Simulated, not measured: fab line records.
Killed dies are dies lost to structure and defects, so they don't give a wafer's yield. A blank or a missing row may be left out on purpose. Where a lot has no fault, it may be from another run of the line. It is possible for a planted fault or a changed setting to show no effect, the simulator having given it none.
Chamber matching    flow sky130    SKY_POLY_CUT_ETCH_11 on rie-diel-03 has 4 sister chambers
The step etches Si3N4 in CF4/CH2F2/Ar, stops on poly-Si, time 42.5 s, target depth 60 nm. 14 wafers are shown with their chamber, then 7 later ones without.

== WAFERS WITH THEIR CHAMBER ==
wafer   chamber  drypump-motor-current-A (A)  throttle-valve-pct (%)  oes-product-au (a.u.)
L725.1  2        5.65                         14.998                  0.836
L725.2  1        5.57                         14.992                  0.824
L725.3  0        5.99                         14.999                  0.827
L727.1  0        5.98                         14.993                  0.827
L727.4  1        5.52                         14.972                  0.827
L727.6  0        6.00                         14.994                  0.844
L729.2  3        5.79                         14.999                  0.830
L729.5  1        5.54                         14.992                  0.832
L729.6  2        5.67                         14.981                  0.827
L733.1  1        5.52                         14.985                  0.831
L733.2  0        6.00                         14.993                  0.837
L733.4  3        5.79                         14.995                  0.836
L734.2  2        5.68                         14.992                  0.822
L734.4  0        5.99                         14.996                  0.835

SIGNATURES, as means of the wafers listed above
reading                  chamber 0  chamber 1  chamber 2  chamber 3  scatter within a chamber
drypump-motor-current-A  5.9920     5.5375     5.6667     5.7900     0.0156
throttle-valve-pct       14.99500   14.98525   14.99033   14.99700   0.0067
oes-product-au           0.83400    0.82850    0.82833    0.83300    0.00606
Rule: a wafer's distance from a chamber is the root of the sum, over the readings, of the square of ((its reading less the chamber's mean) divided by the reading's scatter). If the next closest chamber is less than 2 further off than the closest, the wafer can't be placed; otherwise it belongs to the closest. The scatter: the root of (the sum of the squares of (reading less its chamber's mean) over the shown wafers, divided by (wafers less chambers)).

== WAFERS WHOSE CHAMBER IS MISSING ==
wafer   drypump-motor-current-A (A)  throttle-valve-pct (%)  oes-product-au (a.u.)
L734.5  5.98                         14.992                  0.822
L736.3  6.00                         15.003                  0.825
L736.4  5.55                         14.986                  0.821
L736.5  5.50                         14.995                  0.822
L748.2  5.66                         15.004                  0.823
L748.3  5.76                         14.993                  0.825
L748.6  5.50                         14.993                  0.820

== WHICH CHAMBER EACH ONE RAN IN ==
wafer   from the rows above  in truth
L734.5  0                    0
L736.3  0                    0
L736.4  1                    1
L736.5  1                    1
L748.2  2                    2
L748.3  3                    3
L748.6  1                    1
Correctly placed: 7 of 7. Can't be placed from these rows: 0. Placed wrongly: 0.
